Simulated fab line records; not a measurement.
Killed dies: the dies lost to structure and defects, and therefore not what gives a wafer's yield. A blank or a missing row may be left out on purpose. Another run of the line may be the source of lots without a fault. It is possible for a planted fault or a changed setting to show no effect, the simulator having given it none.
fab line records -- flow sfq-line
record lots=5, wafers=23
route steps=325 shown L0@7 L0V@21 M0@36 I0@44 M1@59
start-h: the number of hours between the record's first day and the start of the first shown wafer of the lot -- wait-h: time in hours since the lot's previous step -- " as in the row above -- L1.1+2: a row that stands for several wafers -- - either no value or no given start -- * or withheld: withheld -- < > ~ a bound
route shown NAME@n: a module of which the file shows steps, and the number in the route of the first -- usual: mean/standard deviation taken from wafers without a fault -- same: alike in all rows -- chamber/n: place in a boat -- sites: per-site readings -- _std_site: standard deviation of those values -- _edge_site: mean of outer sites minus mean of inner sites -- radius-mm: how far each site lies from the wafer's centre -- mask NAME#n: copy n -- behind: the tool/chamber that last shaped the wafer -- hold: reason for holding the lot/hours on hold/outcome of the hold -- device: names the non-switching transistor (n, p or np) -- end of line: the route-end tests of the same wafers -- step lacking rows: just its recipe -- killed: dies that structure and defects cost at the first sort, which is not the same as the wafer's yield -- map: the dies of a wafer, with x for killed, . for not killed, _ for no die there
set.NAME: the setting that was run; set.NAME@STEP: the one run at that earlier step -- model.NAME: the simulator's own value behind a step, which no gauge read
lots run with intentionally changed settings; tables by step, rows by wafer
## steps
# step SFQ_TRILAYER_L0_LITHO_COAT_005
# recipe resist=KrF, spin-rpm=3000, resist-thk-nm=600
lot.wafer,tool,chamber,start-h,wait-h,set.spin-rpm,model.KrF_of_TRILAYER_L0_LITHO_COAT_005.thk-nm
L074.1,litho-track-04,0,13.04,0.2,3095,590.6
L074.2,litho-track-04,0,13.04,0.2,3095,591.3
L074.4,litho-track-04,0,13.04,0.2,3000,598.3
L074.5,litho-track-04,0,13.04,0.2,3000,599.9
L074.6,litho-track-04,0,13.04,0.2,3000,598.2
L075.1,litho-track-03,0,18.04,0.2,3000,599.6
L075.2,litho-track-03,0,18.04,0.2,3000,597.1
L075.3,litho-track-03,0,18.04,0.2,3000,598.6
L075.4,litho-track-03,0,18.04,0.2,3000,600.5
L075.6,litho-track-03,0,18.04,0.2,3000,599.1
L080.1,litho-track-04,0,43.04,0.2,3000,601
L080.2,litho-track-04,0,43.04,0.2,3068,593.7
L080.4,litho-track-04,0,43.04,0.2,3068,593.3
L080.5,litho-track-04,0,43.04,0.2,3000,600.8
L080.6,litho-track-04,0,43.04,0.2,3000,600.9
L083.3,litho-track-04,0,58.14,0.2,3000,602.8
L083.4,litho-track-04,0,58.14,0.2,3000,602.3
L083.6,litho-track-04,0,58.14,0.2,3000,603.5
L085.2,litho-track-04,0,68.09,0.2,3000,602.5
L085.3,litho-track-04,0,68.09,0.2,2828,618
L085.4,litho-track-04,0,68.09,0.2,3000,599.9
L085.5,litho-track-04,0,68.09,0.2,2828,619.2
L085.6,litho-track-04,0,68.09,0.2,2828,618.2
# step SFQ_TRILAYER_L0_LITHO_EXPOSE_006
# recipe mask-id=L0, na=0.6, source-shape=conventional, sigma-outer=0.65, target-cd-nm=2000, dose-mj=14.4
lot.wafer,tool,chamber,start-h,wait-h,mask,set.dose-mj
L074.1+2+4,krf-scanner-02,0,55.59,-,L0#0,14.4
L074.5+6,krf-scanner-02,0,55.59,-,L0#0,13.72
L075.1+3+6,krf-scanner-02,0,60.39,-,L0#0,14.4
L075.2+4,krf-scanner-02,0,60.39,-,L0#0,15
L080.1+4+6,krf-scanner-02,0,91.92,-,L0#0,14.4
L080.2+5,krf-scanner-02,0,91.92,-,L0#0,14.69
L083.3+4+6,krf-scanner-02,0,106.72,-,L0#0,14.4
L085.2+4+5,krf-scanner-02,0,118.62,-,L0#0,13.42
L085.3+6,krf-scanner-02,0,118.62,-,L0#0,14.4
# step SFQ_TRILAYER_L0_LITHO_PEB_008
# recipe peb-temp-c=115, peb-time-s=60, resist=KrF
# step SFQ_TRILAYER_L0_LITHO_DEVELOP_007
# recipe time-s=60, resist=KrF
# step SFQ_TRILAYER_L0_BARC_OPEN_METAL_ETCH_010
# recipe mask-material=PR, chemistry=O2, target-depth-nm=125, target=BARC, icp-w=600, bias-w=80, pressure-mtorr=10, time-s=41.7
lot.wafer,tool,chamber,start-h,wait-h,set.dose-mj@TRILAYER_L0_LITHO_EXPOSE_006,model.L0.cd-nm
L074.1+4,rie-metal-03,"1,0",57.09,0.1,14.4,1999
L074.2,rie-metal-03,0,57.09,0.1,14.4,1998
L074.5,rie-metal-03,0,57.09,0.1,13.72,2008
L074.6,rie-metal-03,1,57.09,0.1,13.72,2006
L075.1,rie-metal-04,1,61.89,0.1,14.4,2001
L075.2,rie-metal-04,0,61.89,0.1,15,1993
L075.3+6,rie-metal-04,0,61.89,0.1,14.4,1999
L075.4,rie-metal-04,1,61.89,0.1,15,1996
L080.1,rie-metal-04,1,93.42,0.1,14.4,2001
L080.2+5,rie-metal-04,0,93.42,0.1,14.69,1996
L080.4,rie-metal-04,0,93.42,0.1,14.4,1998
L080.6,rie-metal-04,1,93.42,0.1,14.4,2002
L083.3,rie-metal-04,1,107.84,0.1,14.4,2000
L083.4,rie-metal-04,0,107.84,0.1,14.4,1996
L083.6,rie-metal-04,0,107.84,0.1,14.4,1998
L085.2,rie-metal-01,1,119.94,0.1,13.42,2011
L085.3,rie-metal-01,1,119.94,0.1,14.4,2001
L085.4+5,rie-metal-01,1,119.94,0.1,13.42,2012
L085.6,rie-metal-01,1,119.94,0.1,14.4,2000
# step SFQ_TRILAYER_L0_VIA_LITHO_PEB_016
# recipe peb-temp-c=115, peb-time-s=60, resist=KrF
lot.wafer,tool,chamber,start-h,wait-h,set.peb-time-s
L074.1+5+6,litho-track-03,0,108.72,1.0,60
L074.2+4,litho-track-03,0,108.72,1.0,51.96
L075.1+2+3+4+6,litho-track-01,0,118.42,1.0,60
L080.1+4+5,litho-track-03,0,153.58,1.0,60
L080.2+6,litho-track-03,0,153.58,1.0,62.96
L083.3+4+6,litho-track-02,0,170.43,0.7,60
L085.2+3+6,litho-track-02,0,187.01,0.8,60
L085.4+5,litho-track-02,0,187.01,0.8,56.59
# step SFQ_TRILAYER_L0_VIA_LITHO_DEVELOP_015
# recipe time-s=60, resist=KrF
# step SFQ_TRILAYER_L0_VIA_BARC_OPEN_VIA_ETCH_021
# recipe mask-material=PR, chemistry=O2, target-depth-nm=125, target=BARC, source-w=500, bias-w=80, pressure-mtorr=30, time-s=43.58
lot.wafer,tool,chamber,start-h,wait-h,set.peb-time-s@TRILAYER_L0_VIA_LITHO_PEB_016,model.L0V.cd-nm
L074.1,rie-diel-04,0,109.05,0.0,60,700.1
L074.2,rie-diel-04,3,109.05,0.0,51.96,677.1
L074.4,rie-diel-04,2,109.05,0.0,51.96,679.9
L074.5,rie-diel-04,3,109.05,0.0,60,699
L074.6,rie-diel-04,0,109.05,0.0,60,700.9
L075.1,rie-diel-01,0,118.75,0.0,60,699.1
L075.2,rie-diel-01,1,118.75,0.0,60,700.3
L075.3,rie-diel-01,2,118.75,0.0,60,699.9
L075.4,rie-diel-01,3,118.75,0.0,60,699.8
L075.6,rie-diel-01,2,118.75,0.0,60,698.4
L080.1,rie-diel-02,3,153.92,0.0,60,701.9
L080.2,rie-diel-02,2,153.92,0.0,62.96,705.2
L080.4,rie-diel-02,0,153.92,0.0,60,699.4
L080.5,rie-diel-02,0,153.92,0.0,60,698.6
L080.6,rie-diel-02,1,153.92,0.0,62.96,705.7
L083.3,rie-diel-01,0,170.72,0.0,60,700
L083.4,rie-diel-01,1,170.72,0.0,60,699.5
L083.6,rie-diel-01,2,170.72,0.0,60,700.5
L085.2,rie-diel-01,0,187.32,0.0,60,699.7
L085.3,rie-diel-01,2,187.32,0.0,60,700.3
L085.4,rie-diel-01,3,187.32,0.0,56.59,691.5
L085.5,rie-diel-01,2,187.32,0.0,56.59,692
L085.6,rie-diel-01,0,187.32,0.0,60,699.2
# step SFQ_TRILAYER_M0_LITHO_PEB_024
# recipe peb-temp-c=115, peb-time-s=60, resist=KrF
lot.wafer,tool,chamber,start-h,wait-h,set.peb-temp-c
L074.1+2+5,litho-track-01,0,172.78,1.0,114.1
L074.4+6,litho-track-01,0,172.78,1.0,115
L075.1+2+4,litho-track-04,0,185.78,1.0,118.6
L075.3+6,litho-track-04,0,185.78,1.0,115
L080.1+4,litho-track-02,0,222.98,1.0,113.4
L080.2+5+6,litho-track-02,0,222.98,1.0,115
L083.3+4+6,litho-track-02,0,244.18,0.7,115
L085.2+3+4+5+6,litho-track-02,0,268.16,0.8,115
# step SFQ_TRILAYER_M0_LITHO_DEVELOP_023
# recipe time-s=60, resist=KrF
# step SFQ_TRILAYER_M0_BARC_OPEN_METAL_ETCH_031
# recipe mask-material=PR, chemistry=O2, target-depth-nm=125, target=BARC, icp-w=600, bias-w=77.7, pressure-mtorr=10, time-s=41.7
lot.wafer,tool,chamber,start-h,wait-h,set.peb-temp-c@TRILAYER_M0_LITHO_PEB_024,model.M0.cd-nm
L074.1,rie-metal-02,0,173.12,0.0,114.1,516.9
L074.2,rie-metal-02,0,173.12,0.0,114.1,517
L074.4,rie-metal-02,0,173.12,0.0,115,500.3
L074.5,rie-metal-02,0,173.12,0.0,114.1,515.3
L074.6,rie-metal-02,0,173.12,0.0,115,500
L075.1,rie-metal-02,1,186.12,0.0,118.6,442.9
L075.2,rie-metal-02,0,186.12,0.0,118.6,443.1
L075.3,rie-metal-02,1,186.12,0.0,115,498.7
L075.4,rie-metal-02,0,186.12,0.0,118.6,442.6
L075.6,rie-metal-02,0,186.12,0.0,115,499
L080.1,rie-metal-01,0,223.32,0.0,113.4,530.6
L080.2,rie-metal-01,1,223.32,0.0,115,500.3
L080.4,rie-metal-01,0,223.32,0.0,113.4,529.8
L080.5,rie-metal-01,0,223.32,0.0,115,498.9
L080.6,rie-metal-01,1,223.32,0.0,115,500
L083.3,rie-metal-04,1,244.49,0.0,115,500.7
L083.4,rie-metal-04,0,244.49,0.0,115,501.4
L083.6,rie-metal-04,0,244.49,0.0,115,502.2
L085.2,rie-metal-02,1,268.47,0.0,115,499.3
L085.3,rie-metal-02,0,268.47,0.0,115,500.3
L085.4+5,rie-metal-02,1,268.47,0.0,115,498.6
L085.6,rie-metal-02,0,268.47,0.0,115,500
# step SFQ_TRILAYER_M0_ETCH_METAL_ETCH_024
# recipe target=Nb, stop-on=SiO2, mask-material=PR, chemistry=Cl2/Ar, target-depth-nm=240, icp-w=600, bias-w=80, pressure-mtorr=10, time-s=120
lot.wafer,tool,chamber,start-h,wait-h,set.peb-temp-c@TRILAYER_M0_LITHO_PEB_024,model.M0.cd-nm
L074.1,rie-metal-02,0,173.24,0.1,114.1,517.8
L074.2,rie-metal-02,0,173.24,0.1,114.1,516.6
L074.4,rie-metal-02,0,173.24,0.1,115,501.1
L074.5,rie-metal-02,0,173.24,0.1,114.1,516.3
L074.6,rie-metal-02,0,173.24,0.1,115,500.3
L075.1,rie-metal-02,1,186.18,0.0,118.6,443.7
L075.2,rie-metal-02,0,186.18,0.0,118.6,444.1
L075.3,rie-metal-02,1,186.18,0.0,115,498.3
L075.4,rie-metal-02,0,186.18,0.0,118.6,443.4
L075.6,rie-metal-02,0,186.18,0.0,115,499.9
L080.1,rie-metal-01,0,223.38,0.0,113.4,529.8
L080.2+6,rie-metal-01,1,223.38,0.0,115,500.7
L080.4,rie-metal-01,0,223.38,0.0,113.4,530
L080.5,rie-metal-01,0,223.38,0.0,115,498.1
L083.3,rie-metal-04,1,244.57,0.1,115,500.7
L083.4,rie-metal-04,0,244.57,0.1,115,502.5
L083.6,rie-metal-04,0,244.57,0.1,115,503.7
L085.2+4,rie-metal-02,1,268.55,0.1,115,499.8
L085.3,rie-metal-02,0,268.55,0.1,115,502
L085.5,rie-metal-02,1,268.55,0.1,115,499.6
L085.6,rie-metal-02,0,268.55,0.1,115,501.8
# step SFQ_TRILAYER_I0_CMP_CMP_028
# recipe material=SiO2, down-force-psi=3, platen-rpm=60, pad-velocity-m-s=0.94248
lot.wafer,tool,chamber,start-h,wait-h,set.leave-above-ref-nm,model.SiO2_of_TRILAYER_I0_DEP_PECVD_027.thk-nm
L074.1,cmp-01,2,186.52,11.6,200,202.3
L074.4,cmp-01,3,186.52,11.6,214.1,215.6
L074.2,cmp-01,0,186.52,11.6,214.1,214.6
L074.6,cmp-01,2,188.52,13.6,200,201.9
L074.5,cmp-01,3,188.52,13.6,214.1,215.1
L075.2,cmp-01,2,195.52,8.4,189.5,189.7
L075.3,cmp-01,3,195.52,8.4,200,198.7
L075.4,cmp-01,0,195.52,8.4,200,198.5
L075.1,cmp-01,1,195.52,8.4,189.5,189.1
L075.6,cmp-01,3,198.02,10.8,200,198.1
L080.2,cmp-01,0,231.88,7.6,200,200.3
L080.4,cmp-01,1,231.88,7.6,200,200
L080.1,cmp-01,2,231.88,7.6,207.9,210
L080.6,cmp-01,0,233.88,9.5,207.9,207.5
L080.5,cmp-01,1,233.88,9.5,200,201.5
L083.3,cmp-01,1,249.88,4.4,200,200.5
L083.4,cmp-01,3,250.88,5.4,200,199.9
L083.6,cmp-01,2,252.38,6.9,200,200.2
L085.3,cmp-01,2,270.88,1.2,200,200.9
L085.4,cmp-01,3,270.88,1.2,200,199.1
L085.2,cmp-01,0,270.88,1.2,200,198.8
L085.5,cmp-01,2,272.88,3.1,200,199.9
L085.6,cmp-01,3,272.88,3.1,200,199.2
# step SFQ_TRILAYER_I0_METRO_MEASURE_029
# usual thk-nm=200.2/1
lot.wafer,tool,chamber,start-h,wait-h,set.leave-above-ref-nm@TRILAYER_I0_CMP_CMP_028,thk-nm
L074.1,film-metro-03,-,189.64,0.1,200,202.3
L074.2,film-metro-03,-,189.64,0.1,214.1,214.5
L074.4,film-metro-03,-,189.64,0.1,214.1,215.7
L074.5,film-metro-03,-,189.64,0.1,214.1,215.2
L074.6,film-metro-03,-,189.64,0.1,200,202.0
L075.1,film-metro-03,-,198.64,0.1,189.5,189.3
L075.2,film-metro-03,-,198.64,0.1,189.5,189.5
L075.3,film-metro-03,-,198.64,0.1,200,198.7
L075.4,film-metro-03,-,198.64,0.1,200,198.6
L075.6,film-metro-03,-,198.64,0.1,200,198.2
L080.1,film-metro-03,-,235.00,0.1,207.9,209.9
L080.2,film-metro-03,-,235.00,0.1,200,200.2
L080.4,film-metro-03,-,235.00,0.1,200,200.0
L080.5,film-metro-03,-,235.00,0.1,200,201.6
L080.6,film-metro-03,-,235.00,0.1,207.9,207.5
L083.3,film-metro-04,-,253.40,0.5,200,200.7
L083.4,film-metro-04,-,253.40,0.5,200,199.9
L083.6,film-metro-04,-,253.40,0.5,200,200.4
L085.2,film-metro-02,-,274.20,0.3,200,198.9
L085.3,film-metro-02,-,274.20,0.3,200,200.8
L085.4,film-metro-02,-,274.20,0.3,200,198.9
L085.5,film-metro-02,-,274.20,0.3,200,199.9
L085.6,film-metro-02,-,274.20,0.3,200,199.2
# step SFQ_TRILAYER_I0_VIA_LITHO_COAT_031
# recipe resist=KrF, spin-rpm=3000, resist-thk-nm=650
lot.wafer,tool,chamber,start-h,wait-h,set.spin-rpm,model.KrF_of_TRILAYER_I0_VIA_LITHO_COAT_031.thk-nm
L074.1,litho-track-01,0,191.14,0.2,3080,641.6
L074.2,litho-track-01,0,191.14,0.2,3080,641.4
L074.4,litho-track-01,0,191.14,0.2,3000,653.3
L074.5,litho-track-01,0,191.14,0.2,3000,648.5
L074.6,litho-track-01,0,191.14,0.2,3080,639.5
L075.1,litho-track-03,0,200.14,0.2,2849,667
L075.2,litho-track-03,0,200.14,0.2,2849,668.4
L075.3,litho-track-03,0,200.14,0.2,2849,668.5
L075.4,litho-track-03,0,200.14,0.2,3000,650.5
L075.6,litho-track-03,0,200.14,0.2,3000,650.6
L080.1,litho-track-04,0,236.50,0.2,3000,651.1
L080.2,litho-track-04,0,236.50,0.2,2936,660.2
L080.4,litho-track-04,0,236.50,0.2,2936,659.1
L080.5,litho-track-04,0,236.50,0.2,3000,652.6
L080.6,litho-track-04,0,236.50,0.2,2936,656.3
L083.3+4,litho-track-03,0,254.60,0.2,3000,648
L083.6,litho-track-03,0,254.60,0.2,3000,649.5
L085.2+6,litho-track-03,0,275.55,0.2,3000,651.9
L085.3,litho-track-03,0,275.55,0.2,2864,667.4
L085.4,litho-track-03,0,275.55,0.2,2864,666.1
L085.5,litho-track-03,0,275.55,0.2,2864,664.5
# step SFQ_TRILAYER_I0_VIA_LITHO_PEB_034
# recipe peb-temp-c=115, peb-time-s=60, resist=KrF
lot.wafer,tool,chamber,start-h,wait-h,set.peb-time-s
L074.1+2,litho-track-04,0,229.77,1.0,60
L074.4+5+6,litho-track-04,0,229.77,1.0,67.02
L075.1+2+6,litho-track-04,0,239.47,1.0,51.91
L075.3+4,litho-track-04,0,239.47,1.0,60
L080.1+2+5,litho-track-04,0,282.63,1.0,54.81
L080.4+6,litho-track-04,0,282.63,1.0,60
L083.3+4+6,litho-track-03,0,301.11,0.7,60
L085.2+3+4+5+6,litho-track-01,0,321.48,0.8,60
# step SFQ_TRILAYER_I0_VIA_LITHO_DEVELOP_033
# recipe time-s=60, resist=KrF
# step SFQ_TRILAYER_I0_VIA_BARC_OPEN_VIA_ETCH_046
# recipe mask-material=PR, chemistry=O2, target-depth-nm=125, target=BARC, source-w=482.7, bias-w=80, pressure-mtorr=30, time-s=41.7
lot.wafer,tool,chamber,start-h,wait-h,set.peb-time-s@TRILAYER_I0_VIA_LITHO_PEB_034,model.I0.cd-nm
L074.1,rie-diel-01,1,230.11,0.0,60,500.5
L074.2,rie-diel-01,3,230.11,0.0,60,499.9
L074.4,rie-diel-01,2,230.11,0.0,67.02,516.9
L074.5,rie-diel-01,2,230.11,0.0,67.02,516.8
L074.6,rie-diel-01,1,230.11,0.0,67.02,515.4
L075.1,rie-diel-02,2,239.81,0.0,51.91,478.3
L075.2,rie-diel-02,1,239.81,0.0,51.91,478.8
L075.3,rie-diel-02,0,239.81,0.0,60,499.6
L075.4,rie-diel-02,3,239.81,0.0,60,499.9
L075.6,rie-diel-02,1,239.81,0.0,51.91,480.1
L080.1,rie-diel-01,0,282.97,0.0,54.81,486.3
L080.2,rie-diel-01,2,282.97,0.0,54.81,486.5
L080.4,rie-diel-01,1,282.97,0.0,60,499.4
L080.5,rie-diel-01,0,282.97,0.0,54.81,484.7
L080.6,rie-diel-01,3,282.97,0.0,60,499.8
L083.3,rie-diel-02,1,301.39,0.0,60,501.9
L083.4,rie-diel-02,3,301.39,0.0,60,502
L083.6,rie-diel-02,3,301.39,0.0,60,500.9
L085.2,rie-diel-01,0,321.79,0.0,60,498.4
L085.3,rie-diel-01,3,321.79,0.0,60,498.5
L085.4,rie-diel-01,1,321.79,0.0,60,498.1
L085.5,rie-diel-01,3,321.79,0.0,60,499
L085.6,rie-diel-01,0,321.79,0.0,60,498.6
# step SFQ_TRILAYER_I0_VIA_ETCH_VIA_ETCH_034
# recipe target=SiO2, stop-on=Nb, mask-material=PR, taper-deg=20, chemistry=CHF3, target-depth-nm=260, source-w=500, bias-w=80, pressure-mtorr=30, time-s=withheld
# usual oes-product-au=0.854/0.0051
lot.wafer,tool,chamber,start-h,wait-h,set.leave-above-ref-nm@TRILAYER_I0_CMP_CMP_028,set.spin-rpm@TRILAYER_I0_VIA_LITHO_COAT_031,oes-product-au,model.KrF_of_TRILAYER_I0_VIA_LITHO_COAT_031.thk-nm,model.I0.feature-depth-nm
L074.1,rie-diel-01,1,230.15,0.0,200,3080,0.851,523.4,202.3
L074.2,rie-diel-01,3,230.15,0.0,214.1,3080,0.881,523.7,214.6
L074.4,rie-diel-01,2,230.15,0.0,214.1,3000,0.894,532.3,215.6
L074.5,rie-diel-01,2,230.15,0.0,214.1,3000,0.892,527.2,215.1
L074.6,rie-diel-01,1,230.15,0.0,200,3080,0.859,520.7,201.9
L075.1,rie-diel-02,2,239.85,0.0,189.5,2849,0.827,548,189.1
L075.2,rie-diel-02,1,239.85,0.0,189.5,2849,0.829,548.8,189.7
L075.3,rie-diel-02,0,239.85,0.0,200,2849,0.853,550,198.7
L075.4,rie-diel-02,3,239.85,0.0,200,3000,0.858,530.1,198.5
L075.6,rie-diel-02,1,239.85,0.0,200,3000,0.851,531.1,198.1
L080.1,rie-diel-01,0,283.01,0.0,207.9,3000,0.877,531.3,210
L080.2,rie-diel-01,2,283.01,0.0,200,2936,0.852,539.7,200.3
L080.4,rie-diel-01,1,283.01,0.0,200,2936,0.852,539.9,200
L080.5,rie-diel-01,0,283.01,0.0,200,3000,0.855,532.8,201.5
L080.6,rie-diel-01,3,283.01,0.0,207.9,2936,0.872,539,207.5
L083.3,rie-diel-02,1,301.43,0.0,200,3000,0.853,527.8,200.5
L083.4,rie-diel-02,3,301.43,0.0,200,3000,0.845,526.4,199.9
L083.6,rie-diel-02,3,301.43,0.0,200,3000,0.850,528.4,200.2
L085.2,rie-diel-01,0,321.83,0.0,200,3000,0.844,532.3,198.8
L085.3,rie-diel-01,3,321.83,0.0,200,2864,0.855,549.6,200.9
L085.4,rie-diel-01,1,321.83,0.0,200,2864,0.837,547.5,199.1
L085.5,rie-diel-01,3,321.83,0.0,200,2864,0.849,546.8,199.9
L085.6,rie-diel-01,0,321.83,0.0,200,3000,0.844,531.8,199.2
# step SFQ_TRILAYER_M1_DEP_SPUTTER_037
# recipe material=Nb, base-pressure-pa=1.33e-06, chamber-pressure-pa=0.1333, substrate-temp-c=20, resputter-cathode-voltage-v=400, target-thk-nm=200, power-w=2000, time-s=133.3
lot.wafer,tool,chamber,start-h,wait-h,set.time-s,model.Nb_of_TRILAYER_M1_DEP_SPUTTER_037.thk-nm
L074.1,pvd-sputter-04,-,231.07,0.0,133.3,201.9
L074.2,pvd-sputter-04,-,231.07,0.0,153.2,231
L074.4,pvd-sputter-04,-,231.07,0.0,153.2,229.4
L074.5,pvd-sputter-04,-,231.07,0.0,133.3,200.4
L074.6,pvd-sputter-04,-,231.07,0.0,133.3,199.5
L075.1,pvd-sputter-03,-,240.77,0.0,133.3,200.4
L075.2,pvd-sputter-03,-,240.77,0.0,152.1,228.6
L075.3,pvd-sputter-03,-,240.77,0.0,133.3,200.2
L075.4,pvd-sputter-03,-,240.77,0.0,152.1,226.4
L075.6,pvd-sputter-03,-,240.77,0.0,152.1,228.2
L080.1,pvd-sputter-06,-,283.92,0.0,141.1,214.5
L080.2,pvd-sputter-06,-,283.92,0.0,141.1,211.2
L080.4,pvd-sputter-06,-,283.92,0.0,141.1,214.6
L080.5,pvd-sputter-06,-,283.92,0.0,133.3,202.3
L080.6,pvd-sputter-06,-,283.92,0.0,133.3,201.5
L083.3,pvd-sputter-06,-,302.37,0.0,133.3,201.3
L083.4,pvd-sputter-06,-,302.37,0.0,133.3,198.3
L083.6,pvd-sputter-06,-,302.37,0.0,133.3,202.6
L085.2,pvd-sputter-04,-,322.77,0.0,149.6,222.3
L085.3,pvd-sputter-04,-,322.77,0.0,133.3,197.5
L085.4,pvd-sputter-04,-,322.77,0.0,133.3,199.3
L085.5,pvd-sputter-04,-,322.77,0.0,149.6,221.8
L085.6,pvd-sputter-04,-,322.77,0.0,133.3,201.4
# step SFQ_M1_RS_MEAS_909
# recipe thk-meas-gauge=four-point-probe, reads=Nb_of_TRILAYER_M1_DEP_SPUTTER_037
# usual M1_NB_RS=0.887/0.0082
lot.wafer,tool,chamber,start-h,wait-h,set.time-s@TRILAYER_M1_DEP_SPUTTER_037,M1_NB_RS[ohm/sq]
L074.1,film-metro-01,-,231.16,0.0,133.3,0.882
L074.2,film-metro-01,-,231.16,0.0,153.2,0.769
L074.4,film-metro-01,-,231.16,0.0,153.2,0.774
L074.5,film-metro-01,-,231.16,0.0,133.3,0.888
L074.6,film-metro-01,-,231.16,0.0,133.3,0.892
L075.1,film-metro-03,-,240.86,0.0,133.3,0.889
L075.2,film-metro-03,-,240.86,0.0,152.1,0.778
L075.3,film-metro-03,-,240.86,0.0,133.3,0.888
L075.4,film-metro-03,-,240.86,0.0,152.1,0.786
L075.6,film-metro-03,-,240.86,0.0,152.1,0.778
L080.1,film-metro-03,-,284.01,0.0,141.1,0.828
L080.2,film-metro-03,-,284.01,0.0,141.1,0.842
L080.4,film-metro-03,-,284.01,0.0,141.1,0.828
L080.5,film-metro-03,-,284.01,0.0,133.3,0.878
L080.6,film-metro-03,-,284.01,0.0,133.3,0.883
L083.3,film-metro-01,-,302.50,0.1,133.3,0.882
L083.4,film-metro-01,-,302.50,0.1,133.3,0.898
L083.6,film-metro-01,-,302.50,0.1,133.3,0.877
L085.2,film-metro-03,-,322.88,0.1,149.6,0.801
L085.3,film-metro-03,-,322.88,0.1,133.3,0.900
L085.4,film-metro-03,-,322.88,0.1,133.3,0.893
L085.5,film-metro-03,-,322.88,0.1,149.6,0.801
L085.6,film-metro-03,-,322.88,0.1,133.3,0.885
## key
split step=SFQ_TRILAYER_L0_LITHO_COAT_005, setting=spin-rpm, stated=3000, by=wafer
response step=SFQ_TRILAYER_L0_LITHO_COAT_005, reading=model.KrF_of_TRILAYER_L0_LITHO_COAT_005.thk-nm, change=-2.93, per=1%, r=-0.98
split step=SFQ_TRILAYER_L0_LITHO_EXPOSE_006, setting=dose-mj, stated=14.4, by=wafer
response step=SFQ_TRILAYER_L0_BARC_OPEN_METAL_ETCH_010, reading=model.L0.cd-nm, change=-1.61, per=1%, r=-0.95
split step=SFQ_TRILAYER_L0_VIA_LITHO_PEB_016, setting=peb-time-s, stated=60, by=wafer
response step=SFQ_TRILAYER_L0_VIA_BARC_OPEN_VIA_ETCH_021, reading=model.L0V.cd-nm, change=+1.53, per=1%, r=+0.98
split step=SFQ_TRILAYER_M0_LITHO_PEB_024, setting=peb-temp-c, stated=115, by=wafer
response step=SFQ_TRILAYER_M0_BARC_OPEN_METAL_ETCH_031, reading=model.M0.cd-nm, change=-18.7, per=1%, r=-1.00
response step=SFQ_TRILAYER_M0_ETCH_METAL_ETCH_024, reading=model.M0.cd-nm, change=-18.4, per=1%, r=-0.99
split step=SFQ_TRILAYER_I0_CMP_CMP_028, setting=leave-above-ref-nm, stated=200, by=wafer
response step=SFQ_TRILAYER_I0_CMP_CMP_028, reading=model.SiO2_of_TRILAYER_I0_DEP_PECVD_027.thk-nm, change=+1.84, per=1%, r=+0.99
response step=SFQ_TRILAYER_I0_METRO_MEASURE_029, reading=thk-nm, change=+1.84, per=1%, r=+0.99
response step=SFQ_TRILAYER_I0_VIA_ETCH_VIA_ETCH_034, reading=oes-product-au, change=+0.00497, per=1%, r=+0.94
response step=SFQ_TRILAYER_I0_VIA_ETCH_VIA_ETCH_034, reading=model.I0.feature-depth-nm, change=+1.84, per=1%, r=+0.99
split step=SFQ_TRILAYER_I0_VIA_LITHO_COAT_031, setting=spin-rpm, stated=3000, by=wafer
response step=SFQ_TRILAYER_I0_VIA_LITHO_COAT_031, reading=model.KrF_of_TRILAYER_I0_VIA_LITHO_COAT_031.thk-nm, change=-3.35, per=1%, r=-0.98
response step=SFQ_TRILAYER_I0_VIA_ETCH_VIA_ETCH_034, reading=model.KrF_of_TRILAYER_I0_VIA_LITHO_COAT_031.thk-nm, change=-3.47, per=1%, r=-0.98
split step=SFQ_TRILAYER_I0_VIA_LITHO_PEB_034, setting=peb-time-s, stated=60, by=wafer
response step=SFQ_TRILAYER_I0_VIA_BARC_OPEN_VIA_ETCH_046, reading=model.I0.cd-nm, change=+1.49, per=1%, r=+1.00
split step=SFQ_TRILAYER_M1_DEP_SPUTTER_037, setting=time-s, stated=133.3, by=wafer
response step=SFQ_TRILAYER_M1_DEP_SPUTTER_037, reading=model.Nb_of_TRILAYER_M1_DEP_SPUTTER_037.thk-nm, change=+1.94, per=1%, r=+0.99
response step=SFQ_M1_RS_MEAS_909, reading=M1_NB_RS, change=-0.00769, per=1%, r=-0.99
